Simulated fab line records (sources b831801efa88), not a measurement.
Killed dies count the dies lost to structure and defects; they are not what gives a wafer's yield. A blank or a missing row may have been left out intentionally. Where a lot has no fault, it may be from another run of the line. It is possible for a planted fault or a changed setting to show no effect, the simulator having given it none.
Which of the tools did it? :: flow sky130 :: 14 lots, 42 wafers sampled, at 5 steps of a route of 708

WHAT EACH GAUGE READ, for each wafer
SKY_CONTACT_BOW_MEAS_05. Usual: CONTACT_BOW typically reads 82 um, with standard deviation 6.2.
lot: L683
measured: day 30 22:07
on: filmMetro-03
CONTACT_BOW (um): 88 84 94
flag: 

lot: L685
measured: day 31 11:58
on: filmMetro-03
CONTACT_BOW (um): 81 82 85
flag: 

lot: L684
measured: day 31 14:46
on: filmMetro-03
CONTACT_BOW (um): 80 78 80
flag: 

lot: L686
measured: day 31 21:26
on: filmMetro-03
CONTACT_BOW (um): 79 84 79
flag: 

lot: L687
measured: day 32 13:47
on: filmMetro-03
CONTACT_BOW (um): 77 89 84
flag: 

lot: L689
measured: day 32 19:34
on: filmMetro-02
CONTACT_BOW (um): 78 66 74
flag: 

lot: L688
measured: day 32 22:49
on: filmMetro-04
CONTACT_BOW (um): 74 80 73
flag: 

lot: L690
measured: day 33 05:32
on: filmMetro-04
CONTACT_BOW (um): 79 76 73
flag: 

lot: L691
measured: day 33 14:42
on: filmMetro-04
CONTACT_BOW (um): 80 72 88
flag: 

lot: L692
measured: day 33 20:49
on: filmMetro-02
CONTACT_BOW (um): 83 74 85
flag: 

lot: L693
measured: day 34 00:40
on: filmMetro-03
CONTACT_BOW (um): 81 79 84
flag: 

lot: L695
measured: day 34 21:24
on: filmMetro-03
CONTACT_BOW (um): 83 70 78
flag: 

lot: L700
measured: day 35 23:37
on: filmMetro-03
CONTACT_BOW (um): 79 78 92
flag: 

lot: L701
measured: day 36 08:39
on: filmMetro-04
CONTACT_BOW (um): 89 83 105
flag: 

SKY_METAL1_CD_MEAS_15: target cd 140 nm. Usual: 139.9 nm for cdNm, sd 1.6.
lot: L683
measured: day 33 05:44
on: cdSem-02
cdNm (nm): 142.4 140.3 141.3
flag: 

lot: L685
measured: day 33 19:40
on: cdSem-01
cdNm (nm): 139.9 140.4 141.5
flag: 

lot: L684
measured: day 33 20:52
on: cdSem-01
cdNm (nm): 139.9 140.3 140.3
flag: 

lot: L686
measured: day 34 03:17
on: cdSem-02
cdNm (nm): 139.8 138.5 138.8
flag: 

lot: L687
measured: day 34 20:41
on: cdSem-01
cdNm (nm): 143.3 143.8 142.1
flag: 

lot: L689
measured: day 35 02:05
on: cdSem-02
cdNm (nm): 140.2 140.2 140.1
flag: 

lot: L688
measured: day 35 06:27
on: cdSem-01
cdNm (nm): 137.4 138.9 139.1
flag: 

lot: L690
measured: day 35 11:03
on: cdSem-01
cdNm (nm): 141.0 140.6 141.9
flag: 

lot: L691
measured: day 35 20:10
on: cdSem-01
cdNm (nm): 141.8 140.0 140.3
flag: 

lot: L692
measured: day 36 02:37
on: cdSem-01
cdNm (nm): 138.0 137.2 137.6
flag: 

lot: L693
measured: day 36 06:07
on: cdSem-02
cdNm (nm): 138.1 137.1 137.1
flag: 

lot: L695
measured: day 37 02:37
on: cdSem-02
cdNm (nm): 140.2 141.7 142.3
flag: 

lot: L700
measured: day 38 05:24
on: cdSem-02
cdNm (nm): 22.2 61.7 97.7 21.7 61.6 98.1
flag: OFF

lot: L701
measured: day 38 14:22
on: cdSem-01
cdNm (nm): 62.1 69.2 68.3 62.0 69.3 68.9
flag: OFF

TOOL THAT RAN EACH LOT (tool first, then ch and the chambers of the sampled wafers, then the start)
lot: L683
SKY_CONTACT_ETCH_16: rieDiel-04 ch 1,2, day 32 01:52
SKY_METAL1_SPUTTER_01: pvdSputter-01, day 32 03:17
SKY_METAL1_EXPOSE_12: krfScanner-01 ch 0, day 32 15:50

lot: L685
SKY_CONTACT_ETCH_16: rieDiel-02 ch 0,1, day 32 14:25
SKY_METAL1_SPUTTER_01: pvdSputter-02, day 32 15:53
SKY_METAL1_EXPOSE_12: krfScanner-01 ch 0, day 33 06:53

lot: L684
SKY_CONTACT_ETCH_16: rieDiel-04 ch 0,2,3, day 32 16:41
SKY_METAL1_SPUTTER_01: pvdSputter-01, day 32 18:05
SKY_METAL1_EXPOSE_12: krfScanner-02 ch 0, day 33 08:38

lot: L686
SKY_CONTACT_ETCH_16: rieDiel-04 ch 0,1,2, day 32 23:58
SKY_METAL1_SPUTTER_01: pvdSputter-04, day 33 01:22
SKY_METAL1_EXPOSE_12: krfScanner-02 ch 0, day 33 15:02

lot: L687
SKY_CONTACT_ETCH_16: rieDiel-04 ch 0,3, day 33 16:46
SKY_METAL1_SPUTTER_01: pvdSputter-02, day 33 18:10
SKY_METAL1_EXPOSE_12: krfScanner-02 ch 0, day 34 07:26

lot: L689
SKY_CONTACT_ETCH_16: rieDiel-02 ch 0,1, day 33 22:14
SKY_METAL1_SPUTTER_01: pvdSputter-04, day 33 23:59
SKY_METAL1_EXPOSE_12: krfScanner-02 ch 0, day 34 13:41

lot: L688
SKY_CONTACT_ETCH_16: rieDiel-04 ch 0,1,3, day 34 02:10
SKY_METAL1_SPUTTER_01: pvdSputter-01, day 34 03:55
SKY_METAL1_EXPOSE_12: krfScanner-02 ch 0, day 34 17:18

lot: L690
SKY_CONTACT_ETCH_16: rieDiel-03 ch 1,2,3, day 34 07:13
SKY_METAL1_SPUTTER_01: pvdSputter-01, day 34 08:58
SKY_METAL1_EXPOSE_12: krfScanner-02 ch 0, day 34 22:24

lot: L691
SKY_CONTACT_ETCH_16: rieDiel-03 ch 0,1, day 34 17:05
SKY_METAL1_SPUTTER_01: pvdSputter-02, day 34 18:30
SKY_METAL1_EXPOSE_12: krfScanner-02 ch 0, day 35 08:19

lot: L692
SKY_CONTACT_ETCH_16: rieDiel-03 ch 0,1,3, day 34 23:19
SKY_METAL1_SPUTTER_01: pvdSputter-02, day 35 00:43
SKY_METAL1_EXPOSE_12: krfScanner-02 ch 0, day 35 13:55

lot: L693
SKY_CONTACT_ETCH_16: rieDiel-04 ch 1,2, day 35 02:58
SKY_METAL1_SPUTTER_01: pvdSputter-01, day 35 04:24
SKY_METAL1_EXPOSE_12: krfScanner-02 ch 0, day 35 17:43

lot: L695
SKY_CONTACT_ETCH_16: rieDiel-04 ch 0,1, day 35 23:23
SKY_METAL1_SPUTTER_01: pvdSputter-04, day 36 00:48
SKY_METAL1_EXPOSE_12: krfScanner-01 ch 0, day 36 14:00

lot: L700
SKY_CONTACT_ETCH_16: rieDiel-04 ch 0,3, day 37 01:17
SKY_METAL1_SPUTTER_01: pvdSputter-04, day 37 02:59
SKY_METAL1_EXPOSE_12: krfScanner-01 ch 0, day 37 16:38

lot: L701
SKY_CONTACT_ETCH_16: rieDiel-04 ch 0,1,2, day 37 11:37
SKY_METAL1_SPUTTER_01: pvdSputter-04, day 37 13:05
SKY_METAL1_EXPOSE_12: krfScanner-01 ch 0, day 38 02:49
- SKY_CONTACT_ETCH_16: etches BARC in N2/H2, stops on SiO2, time 45.9 s, target depth 60 nm.
- SKY_METAL1_SPUTTER_01: material TiN, target thk 20 nm, time 16.7 s.
- SKY_METAL1_EXPOSE_12: exposes mask MM1, target cd 140 nm.

WHAT THE TOOLS THEMSELVES READ (means of the sampled wafers that have a number; where no wafer has one, the mark that the record gives instead)
SKY_CONTACT_ETCH_16. Usual: drypumpMotorCurrentA 5.7 A, standard deviation 0.52; oesProductAu 0.854 a.u., standard deviation 0.0048; throttleValvePct 13.226 %, standard deviation 0.0094.
lot: L683
tool: rieDiel-04
drypumpMotorCurrentA (A): 4.9
oesProductAu (a.u.): 0.853
throttleValvePct (%): 13.220
flag: 

lot: L685
tool: rieDiel-02
drypumpMotorCurrentA (A): 6.1
oesProductAu (a.u.): 0.853
throttleValvePct (%): 13.229
flag: 

lot: L684
tool: rieDiel-04
drypumpMotorCurrentA (A): 5.4
oesProductAu (a.u.): 0.851
throttleValvePct (%): 13.222
flag: 

lot: L686
tool: rieDiel-04
drypumpMotorCurrentA (A): 5.1
oesProductAu (a.u.): 0.853
throttleValvePct (%): 13.235
flag: 

lot: L687
tool: rieDiel-04
drypumpMotorCurrentA (A): 5.7
oesProductAu (a.u.): 0.853
throttleValvePct (%): 13.218
flag: 

lot: L689
tool: rieDiel-02
drypumpMotorCurrentA (A): 6.1
oesProductAu (a.u.): 0.854
throttleValvePct (%): 13.229
flag: 

lot: L688
tool: rieDiel-04
drypumpMotorCurrentA (A): 5.4
oesProductAu (a.u.): 0.854
throttleValvePct (%): 13.223
flag: 

lot: L690
tool: rieDiel-03
drypumpMotorCurrentA (A): 6.0
oesProductAu (a.u.): 0.854
throttleValvePct (%): 13.217
flag: 

lot: L691
tool: rieDiel-03
drypumpMotorCurrentA (A): 6.1
oesProductAu (a.u.): 0.856
throttleValvePct (%): 13.220
flag: 

lot: L692
tool: rieDiel-03
drypumpMotorCurrentA (A): 6.1
oesProductAu (a.u.): 0.849
throttleValvePct (%): 13.229
flag: 

lot: L693
tool: rieDiel-04
drypumpMotorCurrentA (A): 4.8
oesProductAu (a.u.): 0.856
throttleValvePct (%): 13.219
flag: 

lot: L695
tool: rieDiel-04
drypumpMotorCurrentA (A): 5.1
oesProductAu (a.u.): 0.859
throttleValvePct (%): 13.219
flag: 

lot: L700
tool: rieDiel-04
drypumpMotorCurrentA (A): 5.6
oesProductAu (a.u.): 0.854
throttleValvePct (%): 13.227
flag: 

lot: L701
tool: rieDiel-04
drypumpMotorCurrentA (A): 5.1
oesProductAu (a.u.): 0.853
throttleValvePct (%): 13.224
flag: 

SKY_METAL1_SPUTTER_01. Usual: 30.0 % for throttleValvePct, sd 1.
lot: L683
tool: pvdSputter-01
throttleValvePct (%): 29.1
flag: 

lot: L685
tool: pvdSputter-02
throttleValvePct (%): 30.1
flag: 

lot: L684
tool: pvdSputter-01
throttleValvePct (%): 29.5
flag: 

lot: L686
tool: pvdSputter-04
throttleValvePct (%): 30.2
flag: 

lot: L687
tool: pvdSputter-02
throttleValvePct (%): 29.3
flag: 

lot: L689
tool: pvdSputter-04
throttleValvePct (%): 31.0
flag: 

lot: L688
tool: pvdSputter-01
throttleValvePct (%): 29.7
flag: 

lot: L690
tool: pvdSputter-01
throttleValvePct (%): 29.4
flag: 

lot: L691
tool: pvdSputter-02
throttleValvePct (%): 30.0
flag: 

lot: L692
tool: pvdSputter-02
throttleValvePct (%): 28.7
flag: 

lot: L693
tool: pvdSputter-01
throttleValvePct (%): 29.7
flag: 

lot: L695
tool: pvdSputter-04
throttleValvePct (%): 31.2
flag: 

lot: L700
tool: pvdSputter-04
throttleValvePct (%): 31.0
flag: 

lot: L701
tool: pvdSputter-04
throttleValvePct (%): 30.8
flag: 

SKY_METAL1_EXPOSE_12. Usual: 23.00 C for reticleTempC, sd 0.1.
lot: L683
tool: krfScanner-01
reticleTempC (C): 23.06
flag: 

lot: L685
tool: krfScanner-01
reticleTempC (C): 22.93
flag: 

lot: L684
tool: krfScanner-02
reticleTempC (C): 23.04
flag: 

lot: L686
tool: krfScanner-02
reticleTempC (C): 22.95
flag: 

lot: L687
tool: krfScanner-02
reticleTempC (C): 22.90
flag: 

lot: L689
tool: krfScanner-02
reticleTempC (C): 22.90
flag: 

lot: L688
tool: krfScanner-02
reticleTempC (C): 23.04
flag: 

lot: L690
tool: krfScanner-02
reticleTempC (C): 23.02
flag: 

lot: L691
tool: krfScanner-02
reticleTempC (C): 23.01
flag: 

lot: L692
tool: krfScanner-02
reticleTempC (C): 23.05
flag: 

lot: L693
tool: krfScanner-02
reticleTempC (C): 23.14
flag: 

lot: L695
tool: krfScanner-01
reticleTempC (C): 23.10
flag: 

lot: L700
tool: krfScanner-01
reticleTempC (C): 23.04
flag: 

lot: L701
tool: krfScanner-01
reticleTempC (C): 23.07
flag: 

THE ANSWER, worked out from the rows above alone
Rule: a lot is off if the mean of its wafers that have a number lies more than 3 standard deviations from the usual mean. A lot without any number at a reading at which 4 lots or more have one is off too. Any other lot the step has rows for is counted as sound. The gauges are gone through in route order, then the tools' own readings, and for those a lot's mean is taken as printed above. At the first step where some lot is off, the reading lying furthest off is the one used; lots without a number count as furthest.
Off, at SKY_METAL1_CD_MEAS_15 on cdNm: L700, L701.
If a tool, at a process step before that reading, ran all the lots that are off and no sound lot after the first of them, it fits. The gauges at SKY_METAL1_CD_MEAS_15 are tried like those tools. Can't be told from this: 3 tools fit, rieDiel-04 at SKY_CONTACT_ETCH_16, pvdSputter-04 at SKY_METAL1_SPUTTER_01, krfScanner-01 at SKY_METAL1_EXPOSE_12.

WHAT THE SIMULATOR HAD PUT IN
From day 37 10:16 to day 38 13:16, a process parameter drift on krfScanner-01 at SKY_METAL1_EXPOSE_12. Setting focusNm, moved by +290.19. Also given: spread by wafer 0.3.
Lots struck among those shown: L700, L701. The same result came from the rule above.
